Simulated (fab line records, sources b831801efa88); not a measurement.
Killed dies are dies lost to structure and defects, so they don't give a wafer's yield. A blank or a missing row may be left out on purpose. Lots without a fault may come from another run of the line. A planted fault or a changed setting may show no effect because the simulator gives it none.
Chamber matching | flow sky130 | SKY_CONTACT_ETCH_17 on rie_diel-04: 4 sister chambers
The step etches SiO2 in C4F8/O2/Ar, stops on Si3N4, target depth 340 nm. 8 wafers are shown with their chamber, then 8 later ones without.

WAFERS WITH THEIR CHAMBER
wafer  | chamber | oes_product_au (a.u.)
L074.5 | 3       | 0.894
L077.5 | 3       | 0.876
L085.1 | 2       | 0.888
L085.6 | 2       | 0.894
L088.2 | 1       | 0.891
L088.4 | 1       | 0.887
L088.5 | 0       | 0.894
L089.2 | 0       | 0.900

WAFERS WITHOUT THEIR CHAMBER
wafer  | oes_product_au (a.u.)
L089.5 | 0.894
L089.6 | 0.893
L094.3 | 0.886
L094.4 | 0.885
L094.5 | 0.884
L095.3 | 0.898
L095.5 | 0.892
L095.6 | 0.889

WHICH CHAMBER EACH WENT THROUGH
wafer  | from the rows above               | in truth
L089.5 | can't be placed: 0 or 2 or 1 or 3 | 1
L089.6 | can't be placed: 2 or 0 or 1 or 3 | 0
L094.3 | can't be placed: 3 or 1 or 2 or 0 | 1
L094.4 | can't be placed: 3 or 1 or 2 or 0 | 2
L094.5 | can't be placed: 3 or 1 or 2 or 0 | 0
L095.3 | can't be placed: 0 or 2 or 1 or 3 | 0
L095.5 | can't be placed: 2 or 1 or 0 or 3 | 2
L095.6 | can't be placed: 1 or 2 or 3 or 0 | 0
Placed correctly: 0 of 8. Can't be placed from these rows: 8 (the true chamber is among the candidates in 8). Placed wrongly: 0.
How it was worked out, from the rows above alone: a wafer's distance from a chamber is the root of the sum, over the readings, of the square of ((its reading less the chamber's mean) divided by the reading's scatter). The wafer belongs to the nearest chamber; if the next one is less than 2 further off, it can't be placed. A chamber's mean is the mean of its shown wafers. The scatter: the root of (the sum of the squares of (reading less its chamber's mean) over the shown wafers, divided by (wafers less chambers)).
